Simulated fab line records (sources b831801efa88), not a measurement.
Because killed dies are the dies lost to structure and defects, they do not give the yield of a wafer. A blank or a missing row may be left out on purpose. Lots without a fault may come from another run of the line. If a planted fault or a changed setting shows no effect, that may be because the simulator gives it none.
Problem report, 8D (eight disciplines) form, completed by code / flow gf180mcu / the parts of the form that need people (team, actions taken, sign-off) are left out

1. WHAT IS WRONG
chamber pressure pa at GF_TOP_METAL_SPUTTER_00 reads a mean of 1.620 Pa on 6 wafers of 2 lots; wafers without a fault read 2.000 Pa with a standard deviation of 0.0039. Measured from the usual mean, that is -97 standard deviations.
The step: material Ti, target thk 37.5 nm, time 150 s.
Earliest sighting: wafer L455.3 on pvd sputter-02 at day 30 08:16. Wafers with a number at this step in the record: 18, from 6 lots. Rule for "out", or "out of limits": more than 4 standard deviations from the usual mean. The rest of the wafers with a number are treated as sound.

2. WHAT IT IS, AND WHAT IT ISN'T
question=which readings at this step | is=chamber pressure pa | is not=-
question=which lots | is=L455, L456 | is not=L452, L454, L464, L467
question=which wafers of those lots | is=all that have a number | is not=-
question=read on which tools | is=pvd sputter-02 | is not=pvd sputter-01, pvd sputter-04
question=when | is=from day 30 08:16 | is not=up to then (6 sound wafers); but 6 sound wafers of L464, L467 came after

3. WHAT RULES OUT EACH SUSPECT
Counting: a tool stays on the suspect list if, at a process step up to the reading, it processed all lots that are out and no sound lot following the first of them.
- rie diel-04 at GF_V5_ETCH_16 (etches BARC in N2/H2): ruled out as a lasting fault. After its first lot that is out, L455 (day 30 06:53), sound lots L464 ran on it.
- pvd sputter-02 at GF_TOP_METAL_SPUTTER_00 (material Ti, target thk 37.5 nm, time 150 s): ruled out as a lasting fault. After its first lot that is out, L455 (day 30 08:16), sound lots L467 ran on it.
Left after counting: nothing in the record.

4. THE CAUSE (what the simulator had put in)
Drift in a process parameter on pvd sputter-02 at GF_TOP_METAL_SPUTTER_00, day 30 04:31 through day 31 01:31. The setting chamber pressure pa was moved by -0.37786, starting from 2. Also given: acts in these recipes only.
Counting ruled it out, wrongly.

5. THE EFFECT CHAIN, in route order
Each row: a reading whose mean over the struck wafers that have a number lies more than 3 standard deviations from the usual. Scope: only readings with a usual standard deviation given in the record; hours: median across lots of the time from each lot's start at the first step in this table that gives one to its start at this step; sigmas: change in usual standard deviations.
hours=0; step=GF_TOP_METAL_SPUTTER_00; reading=chamber pressure pa; usual=2.000 Pa; on struck wafers=1.620; change=-0.380; sigmas=-97
hours=0; step=GF_TOP_METAL_SPUTTER_00; reading=throttle valve pct; usual=29.8 %; on struck wafers=32.9; change=+3.1; sigmas=+3.1
It contains these process steps:
- GF_TOP_METAL_SPUTTER_00: material Ti, target thk 37.5 nm, time 150 s.

6. WHAT WOULD HAVE CAUGHT IT SOONER
In this record no reading fell out of limits until day 30 08:16, 4 hours after the fault had begun at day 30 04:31.
